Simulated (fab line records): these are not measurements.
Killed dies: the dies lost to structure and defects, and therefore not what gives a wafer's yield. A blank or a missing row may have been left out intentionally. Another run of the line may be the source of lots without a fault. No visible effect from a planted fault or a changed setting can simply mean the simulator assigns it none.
Chamber matching	flow sky130	SKY_VIA4_ETCH_12 on rie-diel-03: 4 sister chambers
The step etches SiO2 in C4F8/O2/Ar, stops on TiN, target depth 580 nm. 8 wafers are shown with their chamber, then 8 later ones without.

WAFERS PAIRED WITH THEIR CHAMBERS
wafer	chamber	oes-product-au (a.u.)
L075.1	3	0.928
L079.1	3	0.923
L079.6	1	0.925
L081.1	2	0.927
L082.3	1	0.928
L082.4	0	0.936
L082.6	2	0.931
L087.2	0	0.923

WAFERS MISSING THEIR CHAMBER
wafer	oes-product-au (a.u.)
L087.4	0.937
L087.6	0.925
L089.2	0.927
L089.3	0.927
L089.5	0.921
L097.1	0.934
L097.2	0.924
L097.4	0.922

WHICH CHAMBER EACH WENT THROUGH
wafer	from the rows above	in truth
L087.4	can't be placed: 0 or 2 or 1 or 3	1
L087.6	can't be placed: 3 or 1 or 2 or 0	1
L089.2	can't be placed: 1 or 3 or 2 or 0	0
L089.3	can't be placed: 1 or 3 or 2 or 0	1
L089.5	can't be placed: 3 or 1 or 2 or 0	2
L097.1	can't be placed: 0 or 2 or 1 or 3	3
L097.2	can't be placed: 3 or 1 or 2 or 0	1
L097.4	can't be placed: 3 or 1 or 2 or 0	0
0 of 8 placed correctly. From these rows, 8 cannot be placed; in 8 the true chamber is one of the candidates. 0 placed wrongly.
How it was worked out, from the rows above alone: a wafer's distance from a chamber is the root of the sum, over the readings, of the square of ((its reading less the chamber's mean) divided by the reading's scatter). The wafer belongs to the nearest chamber; if the next one is less than 2 further off, it can't be placed. For every chamber, the mean is computed from those of its wafers that are shown. The scatter is the square root of a quotient: the sum, over the shown wafers, of each reading's squared deviation from its chamber's mean, divided by wafers minus chambers.
